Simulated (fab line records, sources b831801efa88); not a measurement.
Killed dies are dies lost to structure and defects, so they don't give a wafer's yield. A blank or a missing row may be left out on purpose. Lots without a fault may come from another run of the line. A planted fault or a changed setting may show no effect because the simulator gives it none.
A struck lot beside a sound one | flow sky130 | 23 steps out of a route of 708
Sound: wafers L141.1, L141.2, L141.6. Struck: wafers L157.1, L157.4, L157.6. The cause comes at the end.
At each step with rows: each side's tool, then ch and its chambers, then its first start. Under that, the readings that differ: sound wafers | struck wafers | difference of the means | sigmas: that difference in standard deviations of wafers without a fault.
alike: readings whose means differ by less than 2 such deviations, and words and numbers that are the same on both sides. not compared: withheld readings, readings that some wafer has no value for, bounds like >300 that may hide the same value, and numbers for which the record gives no deviation and whose values overlap.
The two part at a step that has a row with sigmas, a row that says differs or no value, or rows on one side only. Numbers that don't overlap but have no deviation are shown without sigmas and don't part them. A reading that every wafer of one side lacks parts them only if that side has two wafers or more.

SKY_PASSIVATION_CVD_00: deposits SiO2, target thk 90 nm.
  sound on pecvd-04 ch 1,2, day 45 04:29; struck on pecvd-02 ch 0,1, day 49 04:02
  alike: heater_power_w
SKY_PASSIVATION_THK_MEAS_01:
  sound on film_metro-03, day 45 04:30; struck on film_metro-01, day 49 04:04
  alike: PASSIVATION_CVD_00_THK
SKY_PASSIVATION_CVD_02: deposits Si3N4, target thk 540 nm.
  sound on pecvd-02 ch 0,1, day 45 04:34; struck on pecvd-04 ch 0,1,2, day 49 04:07
  alike: heater_power_w
SKY_PASSIVATION_THK_MEAS_03:
  sound on film_metro-01, day 45 04:47; struck on film_metro-03, day 49 04:21
  alike: PASSIVATION_CVD_02_THK
then, 7 steps without rows for these wafers: SKY_PASSIVATION_DEHYDRATE_04 (time 60 s); SKY_PASSIVATION_HMDS_05 (prime time 60 s); SKY_PASSIVATION_COAT_06 (resist thk 3000 nm); SKY_PASSIVATION_SOFTBAKE_07; SKY_PASSIVATION_EXPOSE_08 (exposes mask NSM, target cd 3000 nm); SKY_PASSIVATION_PEB_09; SKY_PASSIVATION_DEVELOP_10 (develop time 60 s).
SKY_PASSIVATION_ETCH_11: etches the open film in CF4/O2, stops on AlCu, target depth 725 nm, time 161.1 s.
  sound on rie_diel-04 ch 0,1,3, day 46 01:24; struck on rie_diel-01 ch 0,1,2, day 49 21:33
  alike: drypump_motor_current_A, oes_product_au, throttle_valve_pct
  not compared: rf_hours_counter_h
SKY_PASSIVATION_STRIP_12: strips in O2/N2.
  sound on plasma_asher-02 ch 0,1, day 46 01:31; struck on plasma_asher-02 ch 1, day 49 21:40
  no value came back on the struck wafers for any of 5 readings (chamber_pressure_mTorr (mTorr), drypump_motor_current_A (A) and others); on the sound wafers chamber_pressure_mTorr (mTorr) reads 1500.7 1500.8 1498.8
  reading                                       | sound | struck         | difference | sigmas
  model.coat_of_PASSIVATION_COAT_06.thk_nm (nm) | 0 0 0 | 2503 2499 2497 | +2500      |
  not compared: rf_hours_counter_h
then, 7 steps without rows for these wafers: SKY_PAD_OPEN_DEHYDRATE_00 (time 60 s); SKY_PAD_OPEN_HMDS_01 (prime time 60 s); SKY_PAD_OPEN_COAT_02 (resist thk 3000 nm); SKY_PAD_OPEN_SOFTBAKE_03; SKY_PAD_OPEN_EXPOSE_04 (exposes mask PDM, target cd 60000 nm); SKY_PAD_OPEN_PEB_05; SKY_PAD_OPEN_DEVELOP_06 (develop time 60 s).
SKY_PAD_OPEN_ETCH_07: etches the open film in CF4/O2, stops on AlCu, target depth 725 nm, time 153.4 s.
  sound on rie_diel-03 ch 1,2,3, day 46 22:44; struck on rie_diel-03 ch 2,3, day 50 13:17
  alike: drypump_motor_current_A, oes_product_au, throttle_valve_pct
  not compared: rf_hours_counter_h
SKY_PAD_OPEN_STRIP_08: strips in O2/N2.
  sound on plasma_asher-02 ch 0,1, day 46 22:50; struck on plasma_asher-02 ch 0,1, day 50 13:23
  reading                      | sound             | struck            | difference | sigmas
  oes_product_au (a.u.)        | 0.667 0.664 0.654 | 0.692 0.695 0.690 | +0.031     | +7
  strip_time_to_endpoint_s (s) | 37.01 37.16 37.13 | 73.99 73.76 73.84 | +36.76     | +99 or more
  alike: chamber_pressure_mTorr, drypump_motor_current_A, o2_flow_sccm
  not compared: rf_hours_counter_h
then, 1 step without rows for these wafers: SKY_PAD_OPEN_STRIP_09 (strips in post etch residue remover, time 1200 s).

WHERE THEY PART
First at SKY_PASSIVATION_STRIP_12; last, within this record, at SKY_PAD_OPEN_STRIP_08.

WHY: what the simulator had put in
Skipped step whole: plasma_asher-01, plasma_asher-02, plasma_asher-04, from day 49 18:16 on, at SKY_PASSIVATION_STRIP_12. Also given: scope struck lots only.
